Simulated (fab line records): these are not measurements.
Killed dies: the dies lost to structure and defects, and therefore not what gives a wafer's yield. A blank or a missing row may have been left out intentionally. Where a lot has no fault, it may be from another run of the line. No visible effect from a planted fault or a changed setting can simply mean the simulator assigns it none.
Which tool is to blame? | flow sky130 | Sampling: 14 lots, 42 wafers, 4 of 708 route steps

## WHAT THE GAUGES READ, wafer by wafer
SKY_LDD_HVP_OVL_MEAS_07. Usual: for LDD_HVP_OVL the level is 0.3 nm and the standard deviation is 1.3.
lot  | measured     | on         | LDD_HVP_OVL (nm) | flag
L911 | day 21 16:04 | overlay-01 | -0.5 -0.9 -0.6   |
L913 | day 22 09:05 | overlay-01 | 0.0 -0.5 0.6     |
L914 | day 23 04:56 | overlay-02 | 0.5 0.6 0.0      |
L916 | day 23 22:58 | overlay-01 | 0.7 1.3 1.7      |
L918 | day 24 20:50 | overlay-01 | -1.2 -0.8 -0.9   |
L919 | day 25 07:10 | overlay-01 | 0.3 0.9 1.0      |
L920 | day 25 12:28 | overlay-01 | 2.2 3.1 1.2      |
L921 | day 25 14:58 | overlay-02 | 0.5 0.3 0.3      |
L923 | day 26 16:34 | overlay-01 | 1.8 -0.2 2.1     |
L924 | day 26 20:18 | overlay-01 | -1.2 1.0 0.2     |
L926 | day 27 05:52 | overlay-02 | -2.1 -1.3 -2.1   |
L927 | day 27 14:11 | overlay-01 | 1.0 -2.6 0.2     |
L933 | day 29 17:52 | overlay-01 | -0.7 2.1 1.6     |
L934 | day 29 23:40 | overlay-01 | 0.9 1.0 0.9      |

SKY_SD_N_CD_MEAS_07: the cd target is 380 nm. Usual: cd_nm at 379.7 nm, with a standard deviation of 2.6.
lot  | measured     | on        | cd_nm (nm)        | flag
L911 | day 28 04:17 | cd_sem-02 | 376.3 376.3 376.5 |
L913 | day 28 20:49 | cd_sem-01 | 378.4 375.5 375.2 |
L914 | day 29 13:34 | cd_sem-01 | 383.6 384.1 382.6 |
L916 | day 30 05:25 | cd_sem-02 | 386.3 386.9 384.6 |
L918 | day 31 03:57 | cd_sem-01 | 381.2 380.8 381.2 |
L919 | day 31 12:16 | cd_sem-01 | 381.8 379.7 381.3 |
L920 | day 31 18:46 | cd_sem-01 | 378.2 379.1 381.4 |
L921 | day 31 19:04 | cd_sem-02 | 376.3 378.1 379.8 |
L923 | day 32 19:01 | cd_sem-02 | 379.8 380.4 380.6 |
L924 | day 32 22:28 | cd_sem-02 | - - -             | OFF
L926 | day 33 07:34 | cd_sem-01 | - - -             | OFF
L927 | day 33 14:49 | cd_sem-01 | 379.5 381.1 381.4 |
L933 | day 35 14:56 | cd_sem-02 | 378.8 380.3 380.3 |
L934 | day 35 19:45 | cd_sem-01 | 381.2 381.9 379.7 |

## EACH LOT AND THE TOOL THAT RAN IT (in order: tool; ch and the chambers of the sampled wafers; start)
lot  | SKY_SD_P_STRIP_10                    | SKY_SD_N_EXPOSE_04
L911 | plasma_asher-02 ch 0,1, day 25 15:50 | iline_stepper-01 ch 0, day 27 13:47
L913 | plasma_asher-02 ch 0,1, day 26 09:44 | iline_stepper-02 ch 0, day 28 06:29
L914 | plasma_asher-04 ch 0, day 27 03:07   | iline_stepper-01 ch 0, day 28 23:43
L916 | plasma_asher-04 ch 0,1, day 27 20:49 | iline_stepper-01 ch 0, day 29 15:29
L918 | plasma_asher-04 ch 0,1, day 28 17:52 | iline_stepper-02 ch 0, day 30 13:52
L919 | plasma_asher-03 ch 0,1, day 29 03:30 | iline_stepper-01 ch 0, day 30 21:54
L920 | plasma_asher-02 ch 0,1, day 29 09:26 | iline_stepper-02 ch 0, day 31 03:50
L921 | plasma_asher-04 ch 0,1, day 29 10:34 | iline_stepper-02 ch 0, day 31 04:49
L923 | plasma_asher-04 ch 0,1, day 30 10:20 | iline_stepper-01 ch 0, day 32 05:39
L924 | plasma_asher-03 ch 0,1, day 30 14:10 | iline_stepper-01, day 32 09:01
L926 | plasma_asher-04 ch 0,1, day 30 22:47 | iline_stepper-02, day 32 18:14
L927 | plasma_asher-04 ch 0,1, day 31 07:05 | iline_stepper-02 ch 0, day 33 01:50
L933 | plasma_asher-04 ch 0,1, day 33 10:32 | iline_stepper-02 ch 0, day 35 01:40
L934 | plasma_asher-03 ch 0,1, day 33 14:01 | iline_stepper-02 ch 0, day 35 06:18
- SKY_SD_P_STRIP_10: strips in O2/N2.
- SKY_SD_N_EXPOSE_04: exposes mask NSDM, target cd 380 nm.

## WHAT THE TOOLS THEMSELVES READ (means of the sampled wafers that have a number; where no wafer has one, the mark that the record gives instead)
SKY_SD_P_STRIP_10. Usual: drypump_motor_current_A 5.6 A, standard deviation 0.47; oes_product_au 0.617 a.u., standard deviation 0.0044; strip_time_to_endpoint_s 17.49 s, standard deviation 0.04.
lot  | tool            | drypump_motor_current_A (A) | oes_product_au (a.u.) | strip_time_to_endpoint_s (s) | flag
L911 | plasma_asher-02 | 5.4                         | 0.619                 | 17.50                        |
L913 | plasma_asher-02 | 5.4                         | 0.621                 | 17.51                        |
L914 | plasma_asher-04 | 5.0                         | 0.617                 | 17.45                        |
L916 | plasma_asher-04 | 5.9                         | 0.619                 | 17.41                        |
L918 | plasma_asher-04 | 5.9                         | 0.617                 | 17.50                        |
L919 | plasma_asher-03 | 5.6                         | 0.615                 | 17.50                        |
L920 | plasma_asher-02 | 5.4                         | 0.618                 | 17.50                        |
L921 | plasma_asher-04 | 5.4                         | 0.618                 | 17.48                        |
L923 | plasma_asher-04 | 5.9                         | 0.618                 | 17.45                        |
L924 | plasma_asher-03 | 5.7                         | 0.616                 | 17.46                        |
L926 | plasma_asher-04 | 5.9                         | 0.614                 | 17.50                        |
L927 | plasma_asher-04 | 5.9                         | 0.618                 | 17.53                        |
L933 | plasma_asher-04 | 5.9                         | 0.617                 | 17.52                        |
L934 | plasma_asher-03 | 5.7                         | 0.611                 | 17.49                        |

SKY_SD_N_EXPOSE_04. Usual: exposure_dose_mJ_cm2 140.78, standard deviation 0.26; focus_offset_nm -0.1 nm, standard deviation 0.48.
lot  | tool             | exposure_dose_mJ_cm2 | focus_offset_nm (nm) | flag
L911 | iline_stepper-01 | 140.51               | -0.1                 |
L913 | iline_stepper-02 | 141.17               | -0.1                 |
L914 | iline_stepper-01 | 140.53               | -0.2                 |
L916 | iline_stepper-01 | 140.53               | -0.4                 |
L918 | iline_stepper-02 | 140.74               | 0.2                  |
L919 | iline_stepper-01 | 140.50               | -0.0                 |
L920 | iline_stepper-02 | 140.82               | -0.7                 |
L921 | iline_stepper-02 | 140.98               | -0.0                 |
L923 | iline_stepper-01 | 140.52               | 0.1                  |
L924 | iline_stepper-01 | -                    | -                    | OFF
L926 | iline_stepper-02 | -                    | -                    | OFF
L927 | iline_stepper-02 | 140.92               | -1.1                 |
L933 | iline_stepper-02 | 140.91               | 0.5                  |
L934 | iline_stepper-02 | 140.98               | -0.3                 |

## THE ANSWER, worked out from the rows above alone
Rule: lot off if the mean of its wafers having a number is beyond 3 standard deviations from the usual mean. Also off: a lot with no number at a reading for which 4 or more lots have one. Any other lot the step has rows for is counted as sound. First the gauges in route order, then the tools' own readings, where a lot's mean is used as printed above. The first step at which some lot is off is used, and at that step the reading that is off furthest; a lot without a number counts as furthest.
Off: L924, L926 (SKY_SD_N_CD_MEAS_07, cd_nm). Without a number there: L924, L926.
A tool fits if, at a process step before that reading, it ran every lot that is off, and no sound lot after the first of them. Not tried: the gauges at SKY_SD_N_CD_MEAS_07; whatever is off there is also off at SKY_SD_N_EXPOSE_04, on other tools, and gauge error can't account for it. None of those tried fits.

## WHAT WAS PUT IN BY THE SIMULATOR
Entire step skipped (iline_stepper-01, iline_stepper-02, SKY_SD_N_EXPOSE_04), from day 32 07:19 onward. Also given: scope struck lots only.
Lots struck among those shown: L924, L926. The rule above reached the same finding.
